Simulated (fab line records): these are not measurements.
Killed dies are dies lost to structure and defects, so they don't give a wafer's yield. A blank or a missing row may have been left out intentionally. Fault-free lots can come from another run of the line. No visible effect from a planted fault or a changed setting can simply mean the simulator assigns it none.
What tool caused it? || flow gf180mcu || 24 lots with 72 wafers sampled at 6 steps, on a route of 602 steps

## WHAT THE GAUGES READ, wafer by wafer
GF_HV_LDD_THK_MEAS_57. Usual: HV_LDD_CVD_56_THK gives 90.1 nm (standard deviation 0.83).
{"lot": "L074", "measured": "day 13 05:39", "on": "film metro-03", "HV_LDD_CVD_56_THK (nm)": "91.4 90.9 91.1", "flag": ""}
{"lot": "L075", "measured": "day 13 12:53", "on": "film metro-04", "HV_LDD_CVD_56_THK (nm)": "89.5 89.0 89.7", "flag": ""}
{"lot": "L076", "measured": "day 13 18:20", "on": "film metro-03", "HV_LDD_CVD_56_THK (nm)": "89.9 90.2 90.7", "flag": ""}
{"lot": "L077", "measured": "day 14 08:29", "on": "film metro-01", "HV_LDD_CVD_56_THK (nm)": "89.5 89.3 88.8", "flag": ""}
{"lot": "L078", "measured": "day 14 18:12", "on": "film metro-03", "HV_LDD_CVD_56_THK (nm)": "91.5 92.1 92.0", "flag": ""}
{"lot": "L079", "measured": "day 15 00:55", "on": "film metro-04", "HV_LDD_CVD_56_THK (nm)": "89.4 89.3 89.9", "flag": ""}
{"lot": "L080", "measured": "day 15 01:10", "on": "film metro-03", "HV_LDD_CVD_56_THK (nm)": "90.3 89.4 89.3", "flag": ""}
{"lot": "L081", "measured": "day 15 15:47", "on": "film metro-04", "HV_LDD_CVD_56_THK (nm)": "90.8 91.0 91.1", "flag": ""}
{"lot": "L082", "measured": "day 15 16:06", "on": "film metro-01", "HV_LDD_CVD_56_THK (nm)": "90.3 91.0 90.7", "flag": ""}
{"lot": "L083", "measured": "day 16 06:53", "on": "film metro-03", "HV_LDD_CVD_56_THK (nm)": "90.0 89.7 89.9", "flag": ""}
{"lot": "L084", "measured": "day 16 12:05", "on": "film metro-04", "HV_LDD_CVD_56_THK (nm)": "90.2 89.9 91.0", "flag": ""}
{"lot": "L085", "measured": "day 16 21:32", "on": "film metro-04", "HV_LDD_CVD_56_THK (nm)": "91.3 90.8 90.3", "flag": ""}
{"lot": "L086", "measured": "day 16 22:50", "on": "film metro-03", "HV_LDD_CVD_56_THK (nm)": "90.0 89.6 89.7", "flag": ""}
{"lot": "L087", "measured": "day 17 09:41", "on": "film metro-03", "HV_LDD_CVD_56_THK (nm)": "89.1 88.7 89.4", "flag": ""}
{"lot": "L088", "measured": "day 17 16:26", "on": "film metro-01", "HV_LDD_CVD_56_THK (nm)": "90.7 90.5 90.7", "flag": ""}
{"lot": "L089", "measured": "day 18 03:26", "on": "film metro-01", "HV_LDD_CVD_56_THK (nm)": "90.1 90.0 90.2", "flag": ""}
{"lot": "L090", "measured": "day 18 07:43", "on": "film metro-01", "HV_LDD_CVD_56_THK (nm)": "89.5 89.7 89.9", "flag": ""}
{"lot": "L091", "measured": "day 18 19:38", "on": "film metro-01", "HV_LDD_CVD_56_THK (nm)": "89.9 89.9 90.2", "flag": ""}
{"lot": "L092", "measured": "day 19 00:19", "on": "film metro-04", "HV_LDD_CVD_56_THK (nm)": "88.1 88.3 87.9", "flag": ""}
{"lot": "L093", "measured": "day 19 06:55", "on": "film metro-04", "HV_LDD_CVD_56_THK (nm)": "88.9 89.7 90.8", "flag": ""}
{"lot": "L094", "measured": "day 19 18:04", "on": "film metro-01", "HV_LDD_CVD_56_THK (nm)": "89.9 90.6 91.0", "flag": ""}
{"lot": "L095", "measured": "day 20 01:04", "on": "film metro-04", "HV_LDD_CVD_56_THK (nm)": "90.2 89.2 90.2", "flag": ""}
{"lot": "L096", "measured": "day 20 10:35", "on": "film metro-03", "HV_LDD_CVD_56_THK (nm)": "89.8 90.1 90.9", "flag": ""}
{"lot": "L097", "measured": "day 20 21:33", "on": "film metro-03", "HV_LDD_CVD_56_THK (nm)": "90.8 90.4 90.7", "flag": ""}

GF_M3_THK_MEAS_06: measures by xrf. Usual: M3_ALCU_THK gives 457 nm (standard deviation 6.3).
{"lot": "L074", "measured": "day 21 10:52", "on": "film metro-01", "M3_ALCU_THK (nm)": "447 458 456", "flag": ""}
{"lot": "L075", "measured": "day 21 22:08", "on": "film metro-01", "M3_ALCU_THK (nm)": "455 449 453", "flag": ""}
{"lot": "L076", "measured": "day 22 00:26", "on": "film metro-01", "M3_ALCU_THK (nm)": "450 448 453", "flag": ""}
{"lot": "L077", "measured": "day 22 15:28", "on": "film metro-04", "M3_ALCU_THK (nm)": "454 452 453", "flag": ""}
{"lot": "L078", "measured": "day 23 03:23", "on": "film metro-01", "M3_ALCU_THK (nm)": "457 451 462", "flag": ""}
{"lot": "L079", "measured": "day 23 09:55", "on": "film metro-04", "M3_ALCU_THK (nm)": "474 474 464", "flag": ""}
{"lot": "L080", "measured": "day 23 11:04", "on": "film metro-04", "M3_ALCU_THK (nm)": "458 456 460", "flag": ""}
{"lot": "L081", "measured": "day 24 03:04", "on": "film metro-04", "M3_ALCU_THK (nm)": "465 463 456", "flag": ""}
{"lot": "L082", "measured": "day 24 03:15", "on": "film metro-04", "M3_ALCU_THK (nm)": "455 462 460", "flag": ""}
{"lot": "L083", "measured": "day 24 16:09", "on": "film metro-01", "M3_ALCU_THK (nm)": "446 449 446", "flag": ""}
{"lot": "L084", "measured": "day 24 21:04", "on": "film metro-04", "M3_ALCU_THK (nm)": "463 471 461", "flag": ""}
{"lot": "L085", "measured": "day 25 05:32", "on": "film metro-01", "M3_ALCU_THK (nm)": "453 450 453", "flag": ""}
{"lot": "L086", "measured": "day 25 07:35", "on": "film metro-04", "M3_ALCU_THK (nm)": "458 460 457", "flag": ""}
{"lot": "L087", "measured": "day 25 16:14", "on": "film metro-01", "M3_ALCU_THK (nm)": "459 457 465", "flag": ""}
{"lot": "L088", "measured": "day 25 21:22", "on": "film metro-02", "M3_ALCU_THK (nm)": "463 465 467", "flag": ""}
{"lot": "L089", "measured": "day 26 07:41", "on": "film metro-02", "M3_ALCU_THK (nm)": "456 451 450", "flag": ""}
{"lot": "L090", "measured": "day 26 13:35", "on": "film metro-01", "M3_ALCU_THK (nm)": "458 452 456", "flag": ""}
{"lot": "L091", "measured": "day 26 22:01", "on": "film metro-04", "M3_ALCU_THK (nm)": "470 467 472", "flag": ""}
{"lot": "L092", "measured": "day 27 02:44", "on": "film metro-01", "M3_ALCU_THK (nm)": "468 465 465", "flag": ""}
{"lot": "L093", "measured": "day 27 05:45", "on": "film metro-01", "M3_ALCU_THK (nm)": "452 451 456", "flag": ""}
{"lot": "L094", "measured": "day 27 15:06", "on": "film metro-02", "M3_ALCU_THK (nm)": "455 450 455", "flag": ""}
{"lot": "L095", "measured": "day 27 21:25", "on": "film metro-01", "M3_ALCU_THK (nm)": "459 460 458", "flag": ""}
{"lot": "L096", "measured": "day 28 04:34", "on": "film metro-04", "M3_ALCU_THK (nm)": "461 456 457", "flag": ""}
{"lot": "L097", "measured": "day 28 14:50", "on": "film metro-01", "M3_ALCU_THK (nm)": "459 461 462", "flag": ""}

GF_M5_OVL_MEAS_08. Usual: M5_OVL gives -2 nm (standard deviation 5.6).
{"lot": "L074", "measured": "day 27 05:27", "on": "overlay-02", "M5_OVL (nm)": "11 5 0", "flag": ""}
{"lot": "L075", "measured": "day 27 15:12", "on": "overlay-02", "M5_OVL (nm)": "0 0 -5", "flag": ""}
{"lot": "L076", "measured": "day 27 15:14", "on": "overlay-01", "M5_OVL (nm)": "2 7 7", "flag": ""}
{"lot": "L077", "measured": "day 28 05:59", "on": "overlay-02", "M5_OVL (nm)": "1 -4 -5", "flag": ""}
{"lot": "L078", "measured": "day 28 16:07", "on": "overlay-02", "M5_OVL (nm)": "-9 -6 -2", "flag": ""}
{"lot": "L079", "measured": "day 28 21:38", "on": "overlay-02", "M5_OVL (nm)": "1 -5 0", "flag": ""}
{"lot": "L080", "measured": "day 28 21:59", "on": "overlay-02", "M5_OVL (nm)": "-4 -4 -3", "flag": ""}
{"lot": "L081", "measured": "day 29 12:08", "on": "overlay-01", "M5_OVL (nm)": "-8 -9 -12", "flag": ""}
{"lot": "L082", "measured": "day 29 13:00", "on": "overlay-01", "M5_OVL (nm)": "-4 -4 -3", "flag": ""}
{"lot": "L083", "measured": "day 30 00:00", "on": "overlay-01", "M5_OVL (nm)": "0 8 5", "flag": ""}
{"lot": "L084", "measured": "day 30 04:41", "on": "overlay-02", "M5_OVL (nm)": "-7 -1 2", "flag": ""}
{"lot": "L085", "measured": "day 30 14:37", "on": "overlay-02", "M5_OVL (nm)": "1 5 12", "flag": ""}
{"lot": "L086", "measured": "day 30 15:29", "on": "overlay-02", "M5_OVL (nm)": "7 2 4", "flag": ""}
{"lot": "L087", "measured": "day 30 23:56", "on": "overlay-01", "M5_OVL (nm)": "0 5 1", "flag": ""}
{"lot": "L088", "measured": "day 31 01:32", "on": "overlay-01", "M5_OVL (nm)": "-2 4 -4", "flag": ""}
{"lot": "L089", "measured": "day 31 11:08", "on": "overlay-01", "M5_OVL (nm)": "-13 -14 -7", "flag": ""}
{"lot": "L090", "measured": "day 31 17:48", "on": "overlay-02", "M5_OVL (nm)": "6 -9 -7", "flag": ""}
{"lot": "L091", "measured": "day 32 01:47", "on": "overlay-02", "M5_OVL (nm)": "0 -3 -1", "flag": ""}
{"lot": "L092", "measured": "day 32 04:06", "on": "overlay-01", "M5_OVL (nm)": "-4 4 -8", "flag": ""}
{"lot": "L093", "measured": "day 32 07:29", "on": "overlay-02", "M5_OVL (nm)": "-1 -6 -10", "flag": ""}
{"lot": "L094", "measured": "day 32 13:14", "on": "overlay-02", "M5_OVL (nm)": "-8 -8 -10", "flag": ""}
{"lot": "L095", "measured": "day 32 21:26", "on": "overlay-01", "M5_OVL (nm)": "-9 -3 -7", "flag": ""}
{"lot": "L096", "measured": "day 33 02:03", "on": "overlay-01", "M5_OVL (nm)": "-1 -9 -2", "flag": ""}
{"lot": "L097", "measured": "day 33 10:42", "on": "overlay-01", "M5_OVL (nm)": "-6 0 0", "flag": ""}

GF_V5_THK_MEAS_25: measures by xrf. Usual: V5_W_THK gives 357 nm (standard deviation 5.6).
{"lot": "L074", "measured": "day 28 04:10", "on": "film metro-02", "V5_W_THK (nm)": "363 363 352", "flag": ""}
{"lot": "L075", "measured": "day 28 13:28", "on": "film metro-03", "V5_W_THK (nm)": "359 361 366", "flag": ""}
{"lot": "L076", "measured": "day 28 13:47", "on": "film metro-02", "V5_W_THK (nm)": "359 353 360", "flag": ""}
{"lot": "L077", "measured": "day 29 04:23", "on": "film metro-02", "V5_W_THK (nm)": "369 356 360", "flag": ""}
{"lot": "L078", "measured": "day 29 14:34", "on": "film metro-01", "V5_W_THK (nm)": "352 353 354", "flag": ""}
{"lot": "L079", "measured": "day 29 19:41", "on": "film metro-03", "V5_W_THK (nm)": "359 355 358", "flag": ""}
{"lot": "L080", "measured": "day 29 20:14", "on": "film metro-01", "V5_W_THK (nm)": "357 364 360", "flag": ""}
{"lot": "L081", "measured": "day 30 10:52", "on": "film metro-01", "V5_W_THK (nm)": "357 359 350", "flag": ""}
{"lot": "L082", "measured": "day 30 11:38", "on": "film metro-01", "V5_W_THK (nm)": "360 351 362", "flag": ""}
{"lot": "L083", "measured": "day 30 20:01", "on": "film metro-01", "V5_W_THK (nm)": "355 357 356", "flag": ""}
{"lot": "L084", "measured": "day 31 01:44", "on": "film metro-03", "V5_W_THK (nm)": "363 359 358", "flag": ""}
{"lot": "L085", "measured": "day 31 11:51", "on": "film metro-02", "V5_W_THK (nm)": "359 358 358", "flag": ""}
{"lot": "L086", "measured": "day 31 12:12", "on": "film metro-01", "V5_W_THK (nm)": "361 361 355", "flag": ""}
{"lot": "L087", "measured": "day 31 21:05", "on": "film metro-01", "V5_W_THK (nm)": "365 362 359", "flag": ""}
{"lot": "L088", "measured": "day 31 22:23", "on": "film metro-01", "V5_W_THK (nm)": "356 355 350", "flag": ""}
{"lot": "L089", "measured": "day 32 07:02", "on": "film metro-02", "V5_W_THK (nm)": "353 353 354", "flag": ""}
{"lot": "L090", "measured": "day 32 14:25", "on": "film metro-02", "V5_W_THK (nm)": "350 353 357", "flag": ""}
{"lot": "L091", "measured": "day 32 21:26", "on": "film metro-01", "V5_W_THK (nm)": "361 365 364", "flag": ""}
{"lot": "L092", "measured": "day 32 23:26", "on": "film metro-03", "V5_W_THK (nm)": "371 357 371", "flag": ""}
{"lot": "L093", "measured": "day 33 02:52", "on": "film metro-02", "V5_W_THK (nm)": "350 349 362", "flag": ""}
{"lot": "L094", "measured": "day 33 08:00", "on": "film metro-02", "V5_W_THK (nm)": "357 349 356", "flag": ""}
{"lot": "L095", "measured": "day 33 16:20", "on": "film metro-02", "V5_W_THK (nm)": "350 348 351", "flag": ""}
{"lot": "L096", "measured": "day 33 20:22", "on": "film metro-01", "V5_W_THK (nm)": "351 349 354", "flag": ""}
{"lot": "L097", "measured": "day 34 04:36", "on": "film metro-03", "V5_W_THK (nm)": "366 364 366", "flag": ""}

GF_PASSIVATION_BOW_MEAS_14. Usual: PASSIVATION_BOW gives 135 um (standard deviation 10).
{"lot": "L074", "measured": "day 29 23:13", "on": "film metro-01", "PASSIVATION_BOW (um)": "128 115 109", "flag": ""}
{"lot": "L075", "measured": "day 30 07:24", "on": "film metro-01", "PASSIVATION_BOW (um)": "128 151 142", "flag": ""}
{"lot": "L076", "measured": "day 30 08:00", "on": "film metro-01", "PASSIVATION_BOW (um)": "131 120 127", "flag": ""}
{"lot": "L077", "measured": "day 30 20:59", "on": "film metro-04", "PASSIVATION_BOW (um)": "136 132 136", "flag": ""}
{"lot": "L078", "measured": "day 31 08:29", "on": "film metro-01", "PASSIVATION_BOW (um)": "139 141 141", "flag": ""}
{"lot": "L079", "measured": "day 31 13:55", "on": "film metro-04", "PASSIVATION_BOW (um)": "120 123 140", "flag": ""}
{"lot": "L080", "measured": "day 31 15:25", "on": "film metro-03", "PASSIVATION_BOW (um)": "142 150 133", "flag": ""}
{"lot": "L081", "measured": "day 32 02:48", "on": "film metro-01", "PASSIVATION_BOW (um)": "144 137 155", "flag": ""}
{"lot": "L082", "measured": "day 32 03:52", "on": "film metro-03", "PASSIVATION_BOW (um)": "124 126 125", "flag": ""}
{"lot": "L083", "measured": "day 32 11:37", "on": "film metro-04", "PASSIVATION_BOW (um)": "122 131 141", "flag": ""}
{"lot": "L084", "measured": "day 32 17:22", "on": "film metro-03", "PASSIVATION_BOW (um)": "137 140 144", "flag": ""}
{"lot": "L085", "measured": "day 33 02:25", "on": "film metro-01", "PASSIVATION_BOW (um)": "127 136 129", "flag": ""}
{"lot": "L086", "measured": "day 33 03:11", "on": "film metro-03", "PASSIVATION_BOW (um)": "136 136 141", "flag": ""}
{"lot": "L087", "measured": "day 33 11:08", "on": "film metro-01", "PASSIVATION_BOW (um)": "144 132 140", "flag": ""}
{"lot": "L088", "measured": "day 33 12:14", "on": "film metro-03", "PASSIVATION_BOW (um)": "136 136 144", "flag": ""}
{"lot": "L089", "measured": "day 33 20:19", "on": "film metro-03", "PASSIVATION_BOW (um)": "144 141 133", "flag": ""}
{"lot": "L090", "measured": "day 34 01:52", "on": "film metro-03", "PASSIVATION_BOW (um)": "109 115 127", "flag": ""}
{"lot": "L091", "measured": "day 34 08:35", "on": "film metro-03", "PASSIVATION_BOW (um)": "151 147 149", "flag": ""}
{"lot": "L092", "measured": "day 34 11:38", "on": "film metro-04", "PASSIVATION_BOW (um)": "141 147 149", "flag": ""}
{"lot": "L093", "measured": "day 34 14:27", "on": "film metro-04", "PASSIVATION_BOW (um)": "131 131 132", "flag": ""}
{"lot": "L094", "measured": "day 34 18:38", "on": "film metro-03", "PASSIVATION_BOW (um)": "136 136 138", "flag": ""}
{"lot": "L095", "measured": "day 35 02:41", "on": "film metro-04", "PASSIVATION_BOW (um)": "134 122 133", "flag": ""}
{"lot": "L096", "measured": "day 35 06:35", "on": "film metro-01", "PASSIVATION_BOW (um)": "148 148 151", "flag": ""}
{"lot": "L097", "measured": "day 35 12:09", "on": "film metro-01", "PASSIVATION_BOW (um)": "144 135 133", "flag": ""}

## WHICH TOOL RAN EACH LOT (tool, then ch and the chambers of the sampled wafers, then the start)
{"lot": "L074", "GF_M4_STRIP_17": "plasma asher-02 ch 0,1, day 24 12:20"}
{"lot": "L075", "GF_M4_STRIP_17": "plasma asher-02 ch 0,1, day 24 20:34"}
{"lot": "L076", "GF_M4_STRIP_17": "plasma asher-04 ch 0,1, day 24 22:02"}
{"lot": "L077", "GF_M4_STRIP_17": "plasma asher-02 ch 0,1, day 25 12:34"}
{"lot": "L078", "GF_M4_STRIP_17": "plasma asher-04 ch 0,1, day 25 22:59"}
{"lot": "L079", "GF_M4_STRIP_17": "plasma asher-01 ch 0,1, day 26 04:31"}
{"lot": "L080", "GF_M4_STRIP_17": "plasma asher-04 ch 0,1, day 26 04:56"}
{"lot": "L081", "GF_M4_STRIP_17": "plasma asher-01 ch 0,1, day 26 21:21"}
{"lot": "L082", "GF_M4_STRIP_17": "plasma asher-02 ch 0,1, day 26 21:35"}
{"lot": "L083", "GF_M4_STRIP_17": "plasma asher-04 ch 0,1, day 27 08:59"}
{"lot": "L084", "GF_M4_STRIP_17": "plasma asher-02 ch 0,1, day 27 14:28"}
{"lot": "L085", "GF_M4_STRIP_17": "plasma asher-01 ch 0, day 28 00:29"}
{"lot": "L086", "GF_M4_STRIP_17": "plasma asher-04 ch 0,1, day 28 00:57"}
{"lot": "L087", "GF_M4_STRIP_17": "plasma asher-02 ch 0,1, day 28 09:17"}
{"lot": "L088", "GF_M4_STRIP_17": "plasma asher-02 ch 0,1, day 28 13:37"}
{"lot": "L089", "GF_M4_STRIP_17": "plasma asher-04 ch 0,1, day 28 23:22"}
{"lot": "L090", "GF_M4_STRIP_17": "plasma asher-04 ch 0,1, day 29 05:37"}
{"lot": "L091", "GF_M4_STRIP_17": "plasma asher-04 ch 0,1, day 29 13:16"}
{"lot": "L092", "GF_M4_STRIP_17": "plasma asher-02 ch 0,1, day 29 17:27"}
{"lot": "L093", "GF_M4_STRIP_17": "plasma asher-04 ch 0,1, day 29 20:05"}
{"lot": "L094", "GF_M4_STRIP_17": "plasma asher-01 ch 0,1, day 30 04:36"}
{"lot": "L095", "GF_M4_STRIP_17": "plasma asher-04 ch 0,1, day 30 12:16"}
{"lot": "L096", "GF_M4_STRIP_17": "plasma asher-02 ch 0,1, day 30 17:21"}
{"lot": "L097", "GF_M4_STRIP_17": "plasma asher-04 ch 0,1, day 31 02:43"}
- GF_M4_STRIP_17: strips in O2/N2.

## WHAT THE TOOLS THEMSELVES READ (means of the sampled wafers that have a number; where no wafer has one, the mark that the record gives instead)
GF_M4_STRIP_17. Usual: drypump motor current A 5.9 A, standard deviation 0.56; heater power w 332 W, standard deviation 13; oes product au 0.558 a.u., standard deviation 0.0048; strip time to endpoint s 7.86 s, standard deviation 0.045.
{"lot": "L074", "tool": "plasma asher-02", "drypump motor current A (A)": 5.3, "heater power w (W)": 336, "oes product au (a.u.)": 0.553, "strip time to endpoint s (s)": 7.81, "flag": ""}
{"lot": "L075", "tool": "plasma asher-02", "drypump motor current A (A)": 5.4, "heater power w (W)": 329, "oes product au (a.u.)": 0.555, "strip time to endpoint s (s)": 7.83, "flag": ""}
{"lot": "L076", "tool": "plasma asher-04", "drypump motor current A (A)": 6.3, "heater power w (W)": 340, "oes product au (a.u.)": 0.562, "strip time to endpoint s (s)": 7.93, "flag": ""}
{"lot": "L077", "tool": "plasma asher-02", "drypump motor current A (A)": 5.3, "heater power w (W)": 333, "oes product au (a.u.)": 0.558, "strip time to endpoint s (s)": 7.83, "flag": ""}
{"lot": "L078", "tool": "plasma asher-04", "drypump motor current A (A)": 6.3, "heater power w (W)": 344, "oes product au (a.u.)": 0.560, "strip time to endpoint s (s)": 7.83, "flag": ""}
{"lot": "L079", "tool": "plasma asher-01", "drypump motor current A (A)": 5.7, "heater power w (W)": 327, "oes product au (a.u.)": 0.559, "strip time to endpoint s (s)": 7.86, "flag": ""}
{"lot": "L080", "tool": "plasma asher-04", "drypump motor current A (A)": 6.5, "heater power w (W)": 332, "oes product au (a.u.)": 0.554, "strip time to endpoint s (s)": 7.85, "flag": ""}
{"lot": "L081", "tool": "plasma asher-01", "drypump motor current A (A)": 5.4, "heater power w (W)": 322, "oes product au (a.u.)": 0.554, "strip time to endpoint s (s)": 7.85, "flag": ""}
{"lot": "L082", "tool": "plasma asher-02", "drypump motor current A (A)": 5.3, "heater power w (W)": 332, "oes product au (a.u.)": 0.558, "strip time to endpoint s (s)": 7.86, "flag": ""}
{"lot": "L083", "tool": "plasma asher-04", "drypump motor current A (A)": 6.3, "heater power w (W)": 339, "oes product au (a.u.)": 0.557, "strip time to endpoint s (s)": 7.84, "flag": ""}
{"lot": "L084", "tool": "plasma asher-02", "drypump motor current A (A)": 5.5, "heater power w (W)": 331, "oes product au (a.u.)": 0.558, "strip time to endpoint s (s)": 7.88, "flag": ""}
{"lot": "L085", "tool": "plasma asher-01", "drypump motor current A (A)": 5.2, "heater power w (W)": 324, "oes product au (a.u.)": 0.560, "strip time to endpoint s (s)": 7.82, "flag": ""}
{"lot": "L086", "tool": "plasma asher-04", "drypump motor current A (A)": 6.5, "heater power w (W)": 329, "oes product au (a.u.)": 0.555, "strip time to endpoint s (s)": 7.83, "flag": ""}
{"lot": "L087", "tool": "plasma asher-02", "drypump motor current A (A)": 5.3, "heater power w (W)": 333, "oes product au (a.u.)": 0.558, "strip time to endpoint s (s)": 7.87, "flag": ""}
{"lot": "L088", "tool": "plasma asher-02", "drypump motor current A (A)": 5.3, "heater power w (W)": 338, "oes product au (a.u.)": 0.555, "strip time to endpoint s (s)": 7.84, "flag": ""}
{"lot": "L089", "tool": "plasma asher-04", "drypump motor current A (A)": 6.5, "heater power w (W)": 332, "oes product au (a.u.)": 0.568, "strip time to endpoint s (s)": 7.97, "flag": ""}
{"lot": "L090", "tool": "plasma asher-04", "drypump motor current A (A)": 6.5, "heater power w (W)": 330, "oes product au (a.u.)": 0.555, "strip time to endpoint s (s)": 7.82, "flag": ""}
{"lot": "L091", "tool": "plasma asher-04", "drypump motor current A (A)": 6.3, "heater power w (W)": 347, "oes product au (a.u.)": 0.562, "strip time to endpoint s (s)": 7.93, "flag": ""}
{"lot": "L092", "tool": "plasma asher-02", "drypump motor current A (A)": 5.5, "heater power w (W)": 327, "oes product au (a.u.)": 0.562, "strip time to endpoint s (s)": 7.91, "flag": ""}
{"lot": "L093", "tool": "plasma asher-04", "drypump motor current A (A)": 6.2, "heater power w (W)": 347, "oes product au (a.u.)": 0.556, "strip time to endpoint s (s)": 7.82, "flag": ""}
{"lot": "L094", "tool": "plasma asher-01", "drypump motor current A (A)": 5.5, "heater power w (W)": 326, "oes product au (a.u.)": 0.559, "strip time to endpoint s (s)": 7.91, "flag": ""}
{"lot": "L095", "tool": "plasma asher-04", "drypump motor current A (A)": 6.3, "heater power w (W)": 339, "oes product au (a.u.)": 0.555, "strip time to endpoint s (s)": 7.88, "flag": ""}
{"lot": "L096", "tool": "plasma asher-02", "drypump motor current A (A)": 5.3, "heater power w (W)": 334, "oes product au (a.u.)": 0.557, "strip time to endpoint s (s)": 7.84, "flag": ""}
{"lot": "L097", "tool": "plasma asher-04", "drypump motor current A (A)": 6.5, "heater power w (W)": 329, "oes product au (a.u.)": 0.558, "strip time to endpoint s (s)": 7.91, "flag": ""}

## THE ANSWER, worked out from the rows above alone
Rule: a lot is off if the mean of its wafers that have a number lies more than 3 standard deviations from the usual mean. A lot without any number at a reading at which 4 lots or more have one is off too. Where the step has rows for the other lots, those lots are counted as sound. After the gauges, taken in route order, come the tools' own readings; for these a lot's mean is taken, as printed above. At the first step where some lot is off, the reading lying furthest off is the one used; lots without a number count as furthest.
No lot is off at any reading shown: from this, nothing can be told.

## WHAT THE SIMULATOR HAD PUT IN
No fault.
